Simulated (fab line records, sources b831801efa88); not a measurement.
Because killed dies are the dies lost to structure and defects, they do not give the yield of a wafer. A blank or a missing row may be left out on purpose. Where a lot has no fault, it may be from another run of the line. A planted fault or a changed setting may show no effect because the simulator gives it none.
Comparing a struck lot with a sound one    flow sky130    43 out of 708 route steps
Sound: the wafers L694.2, L694.5, L694.6. Struck: wafers L705.1, L705.3, L705.5. At the end, the cause is stated.
For every step that has rows: the tool of each side, followed by ch and its chambers, followed by its first start. Under that, the readings that differ: sound wafers    struck wafers    difference of the means    sigmas: that difference in standard deviations of wafers without a fault.
alike: a reading whose means differ by less than 2 such deviations, as well as words and numbers matching on both sides. not compared: withheld readings; readings where some wafer has no value; bounds like >300 that might hide an equal value; numbers whose values overlap and for which the record gives no deviation.
A row with sigmas, a row that says differs or no value, or rows on one side alone: a step with any of these is where the two part. Numbers that have no deviation but don't overlap get no sigmas and don't part them. Lack of a reading on every wafer of one side parts them only where that side has two or more wafers.

first, 4 steps without rows for these wafers: SKY_CONTACT_SOFTBAKE_10 (time 90 s); SKY_CONTACT_EXPOSE_11 (exposes mask CTM1, target cd 170 nm); SKY_CONTACT_PEB_12; SKY_CONTACT_DEVELOP_13 (develop time 60 s).
SKY_CONTACT_CD_MEAS_14: target cd 170 nm.
  sound: cd sem-02 at day 31 21:21; struck: cd sem-01 at day 35 07:44
  alike: cd nm
SKY_CONTACT_OVL_MEAS_15:
  sound: overlay-01 at day 31 21:27; struck: overlay-02 at day 35 07:51
  alike: CONTACT_OVL
then, 2 steps without rows for these wafers: SKY_CONTACT_ETCH_16 (etches BARC in N2/H2, stops on SiO2, time 45.9 s, target depth 60 nm); SKY_CONTACT_ETCH_17 (etches SiO2 in C4F8/O2/Ar, stops on Si3N4, target depth 340 nm).
SKY_CONTACT_ETCH_18: etches Si3N4 in CHF3/O2, stops on TiN, time 39 s, target depth 75 nm.
  sound on rie diel-04 ch 1,2,3; struck on rie diel-01 ch 0,1,3
  alike: bias w, drypump motor current A, oes product au, throttle valve pct
  not compared: rf hours counter h
SKY_CONTACT_STRIP_19: strips in O2/N2.
  sound on plasma asher-01 ch 0,1, day 31 21:37; struck on plasma asher-03 ch 0,1, day 35 08:01
  alike: drypump motor current A, oes product au, strip time to endpoint s
  not compared: rf hours counter h
then, 2 steps without rows for these wafers: SKY_CONTACT_STRIP_20 (strips in post etch residue remover, time 1200 s); SKY_CONTACT_CLEAN_21 (cleans in IPA, time 180 s).
SKY_CONTACT_CLEAN_22: cleans in O3/DIW.
  sound on wet bench-03 ch 1, day 31 22:07; struck on wet bench-02 ch 1, day 35 08:31
then, 1 step without rows for these wafers: SKY_CONTACT_SPUTTER_23 (material TiN, target thk 20 nm, time 80 s).
SKY_CONTACT_CVD_24: deposits W, target thk 340 nm, time 102.12 s.
  sound on cvd w-02 ch 0,1, day 31 22:17; struck on cvd w-01 ch 0,1, day 35 08:40
  alike: heater power outer w, heater power w
SKY_CONTACT_RS_MEAS_25: a four-point-probe measurement.
  sound: film metro-03 at day 31 22:25; struck: film metro-03 at day 35 08:55
  alike: CONTACT_W_RS
SKY_CONTACT_THK_MEAS_26: measures by xrf.
  sound: film metro-03 at day 31 22:31; struck: film metro-03 at day 35 09:02
  alike: CONTACT_W_THK
SKY_CONTACT_CMP_27: polishes, stops on SiO2, t overpolish 15 s, target thk 0 nm.
  sound on cmp-01 ch 0,2,3, day 31 22:43; struck on cmp-02 ch 1,2, day 35 09:05
reading                 sound                 struck                difference  sigmas
overpolish run s (s)    14.999 15.034 15.007  14.987 15.003 14.991  -0.020      -2
time to endpoint s (s)  73 78 75              92 87 87              +13         +2
  alike: motor current A
then, 1 step without rows for these wafers: SKY_METAL1_SPUTTER_00 (material Ti, target thk 15 nm, time 10 s).
SKY_METAL1_SPUTTER_01: material TiN, target thk 20 nm, time 16.7 s.
  sound: pvd sputter-04 at day 31 22:53; struck: pvd sputter-04 at day 35 09:25
  alike: throttle valve pct
then, 3 steps without rows for these wafers: SKY_METAL1_SPUTTER_02 (material AlCu, target thk 250 nm, time 13.3 s); SKY_METAL1_SPUTTER_03 (material Ti, target thk 5 nm, time 3.3 s); SKY_METAL1_SPUTTER_04 (material TiN, target thk 70 nm, time 58.3 s).
SKY_METAL1_RS_MEAS_05: a four-point-probe measurement.
  sound: film metro-01 at day 31 23:02; struck: film metro-03 at day 35 09:32
  alike: METAL1_ALCU_RS
SKY_METAL1_THK_MEAS_06: measures by xrf.
  sound: film metro-01 at day 31 23:08; struck: film metro-03 at day 35 09:39
reading               sound              struck             difference  sigmas
METAL1_ALCU_THK (nm)  246.8 245.8 246.8  253.2 250.6 255.3  +6.6        +2
then, 8 steps without rows for these wafers: SKY_METAL1_DEHYDRATE_07 (time 60 s); SKY_METAL1_HMDS_08 (prime time 60 s); SKY_METAL1_COAT_09 (resist thk 60 nm); SKY_METAL1_COAT_10 (resist thk 450 nm); SKY_METAL1_SOFTBAKE_11 (time 90 s); SKY_METAL1_EXPOSE_12 (exposes mask MM1, target cd 140 nm); SKY_METAL1_PEB_13; SKY_METAL1_DEVELOP_14 (develop time 60 s).
SKY_METAL1_CD_MEAS_15: target cd 140 nm.
  sound: cd sem-02 at day 33 02:37; struck: cd sem-01 at day 36 11:41
  alike: cd nm
SKY_METAL1_OVL_MEAS_16:
  sound: overlay-02 at day 33 02:44; struck: overlay-02 at day 36 11:49
  alike: METAL1_OVL
then, 7 steps without rows for these wafers: SKY_METAL1_DESCUM_17 (chemistry O2, time 8 s); SKY_METAL1_ETCH_18 (etches BARC in N2/H2, stops on SiO2, time 45.9 s, target depth 60 nm); SKY_METAL1_METAL_ETCH_19 (etches the open film in Cl2/BCl3, stops on SiO2, target depth 360 nm, time 78 s); SKY_METAL1_STRIP_20 (strips in O2/N2); SKY_METAL1_STRIP_21 (strips in post etch residue remover, time 1200 s); SKY_METAL1_CLEAN_22 (cleans in IPA, time 180 s); SKY_METAL1_CLEAN_23 (cleans in O3/DIW).
-- the record jumps here: 12 days lie between the struck wafers' starts before and after (it left off in module METAL1 and takes up again in module PAD_OPEN, whose first step shown is number 708 of the route) --
SKY_PAD_OPEN_PROBE_99:
  sound: prober-01 at day 46 00:20; struck: prober-01 at day 48 13:40
reading             sound     struck       difference  sigmas
killed at contacts  23 25 24  80 91 69     +56         +11
killed dies         88 76 82  134 151 144  +61         +7
  alike: killed_at_M0_to_M3, killed_at_M4_up, killed at front end, killed at other, killed open, killed short

## WHERE THEY PART
Earliest at SKY_CONTACT_CMP_27; latest, in this record, at SKY_PAD_OPEN_PROBE_99.

WHY: what had been put in by the simulator
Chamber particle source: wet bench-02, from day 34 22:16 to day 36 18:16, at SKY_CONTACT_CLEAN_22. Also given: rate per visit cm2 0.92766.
